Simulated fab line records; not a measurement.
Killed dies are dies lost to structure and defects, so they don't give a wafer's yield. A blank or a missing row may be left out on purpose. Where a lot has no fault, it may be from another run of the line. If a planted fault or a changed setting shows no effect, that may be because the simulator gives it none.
Shared-tool check / flow sky130 / Lots sampled 13, wafers sampled 39

== REASON IT WAS OPENED ==
At SKY_LDD_P_TW_MEAS_11 the reading LDD_P_TW is flagged on 2 of 13 lots. Fault-free wafers read 635, with a standard deviation of 3.6.
Rule: a lot is flagged when every wafer of it that has a number lies more than 4 standard deviations from that mean, or none has a number. The other lots count as sound.

lot=L366; measured=day 19 10:05; on=film_metro-03; LDD_P_TW, wafer by wafer=641 639 642; flag=
lot=L367; measured=day 19 14:11; on=film_metro-03; LDD_P_TW, wafer by wafer=643 638 638; flag=
lot=L369; measured=day 20 01:14; on=film_metro-03; LDD_P_TW, wafer by wafer=636 639 640; flag=
lot=L370; measured=day 20 23:59; on=film_metro-03; LDD_P_TW, wafer by wafer=645 634 635; flag=
lot=L371; measured=day 21 00:07; on=film_metro-01; LDD_P_TW, wafer by wafer=640 637 634; flag=
lot=L373; measured=day 21 14:13; on=film_metro-03; LDD_P_TW, wafer by wafer=637 640 637; flag=
lot=L376; measured=day 22 13:16; on=film_metro-01; LDD_P_TW, wafer by wafer=634 633 634; flag=
lot=L380; measured=day 23 23:32; on=film_metro-03; LDD_P_TW, wafer by wafer=633 632 634; flag=
lot=L377; measured=day 24 01:02; on=film_metro-02; LDD_P_TW, wafer by wafer=603 605 602; flag=FLAGGED
lot=L378; measured=day 24 01:05; on=film_metro-01; LDD_P_TW, wafer by wafer=634 633 631; flag=
lot=L381; measured=day 24 15:31; on=film_metro-01; LDD_P_TW, wafer by wafer=598 598 600; flag=FLAGGED
lot=L386; measured=day 26 05:01; on=film_metro-01; LDD_P_TW, wafer by wafer=636 638 635; flag=
lot=L389; measured=day 27 05:53; on=film_metro-03; LDD_P_TW, wafer by wafer=629 630 631; flag=
The numbers of the flagged lots are 601 on average: -34 against the usual, or -9 standard deviations.

== WHICH TOOL RAN EACH LOT ==
The record keeps 1 process step preceding the reading, out of 708 steps on the route. Read each cell as the tool, then ch plus the chambers that the sampled wafers visited, then the start.
lot=L366; flag=; SKY_LDD_P_IMPLANT_09=implanter-01 ch 0, day 19 09:52
lot=L367; flag=; SKY_LDD_P_IMPLANT_09=implanter-04 ch 0, day 19 13:58
lot=L369; flag=; SKY_LDD_P_IMPLANT_09=implanter-04 ch 0, day 20 01:01
lot=L370; flag=; SKY_LDD_P_IMPLANT_09=implanter-02 ch 0, day 20 23:44
lot=L371; flag=; SKY_LDD_P_IMPLANT_09=implanter-01 ch 0, day 20 23:52
lot=L373; flag=; SKY_LDD_P_IMPLANT_09=implanter-01 ch 0, day 21 13:58
lot=L376; flag=; SKY_LDD_P_IMPLANT_09=implanter-02 ch 0, day 22 13:01
lot=L380; flag=; SKY_LDD_P_IMPLANT_09=implanter-01 ch 0, day 23 23:19
lot=L377; flag=FLAGGED; SKY_LDD_P_IMPLANT_09=implanter-01 ch 0, day 24 00:47
lot=L378; flag=; SKY_LDD_P_IMPLANT_09=implanter-04 ch 0, day 24 00:53
lot=L381; flag=FLAGGED; SKY_LDD_P_IMPLANT_09=implanter-01 ch 0, day 24 15:16
lot=L386; flag=; SKY_LDD_P_IMPLANT_09=implanter-04 ch 0, day 26 04:46
lot=L389; flag=; SKY_LDD_P_IMPLANT_09=implanter-04 ch 0, day 27 05:39
What is done by these steps:
- SKY_LDD_P_IMPLANT_09
- SKY_LDD_P_TW_MEAS_11

== FLAGGED AGAINST TOTAL, ONE TOOL AT A TIME (gauges that did the reading follow at the end) ==
step=SKY_LDD_P_IMPLANT_09; tool=implanter-01; lots run=6; flagged=2; share of the flagged lots=all; sound lots run after its first flagged lot=0
step=SKY_LDD_P_IMPLANT_09; tool=implanter-02; lots run=2; flagged=0; share of the flagged lots=none; sound lots run after its first flagged lot=-
step=SKY_LDD_P_IMPLANT_09; tool=implanter-04; lots run=5; flagged=0; share of the flagged lots=none; sound lots run after its first flagged lot=-
step=SKY_LDD_P_TW_MEAS_11; tool=film_metro-01; lots run=5; flagged=1; share of the flagged lots=some; sound lots run after its first flagged lot=1 (L386)
step=SKY_LDD_P_TW_MEAS_11; tool=film_metro-02; lots run=1; flagged=1; share of the flagged lots=some; sound lots run after its first flagged lot=0
step=SKY_LDD_P_TW_MEAS_11; tool=film_metro-03; lots run=7; flagged=0; share of the flagged lots=none; sound lots run after its first flagged lot=-

== WHAT THE TABLE ALLOWS ==
In the table, 1 row covers all flagged lots: implanter-01 at SKY_LDD_P_IMPLANT_09.
- implanter-01 at SKY_LDD_P_IMPLANT_09: 2 of its 6 lots flagged. Last sound lot L380 at day 23 23:19, first flagged lot L377 at day 24 00:47; a fault beginning in between fits. Its own readings (beam_energy_keV) fall more than 4 standard deviations out on all wafers of the flagged lots.
Just one tool remains: implanter-01 at SKY_LDD_P_IMPLANT_09.

== WHAT THE SIMULATOR PUT IN ==
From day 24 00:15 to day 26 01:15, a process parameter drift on implanter-01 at SKY_LDD_P_IMPLANT_09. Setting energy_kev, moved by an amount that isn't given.
Struck lots among those shown: L377, L381. The rule above reached the same finding.
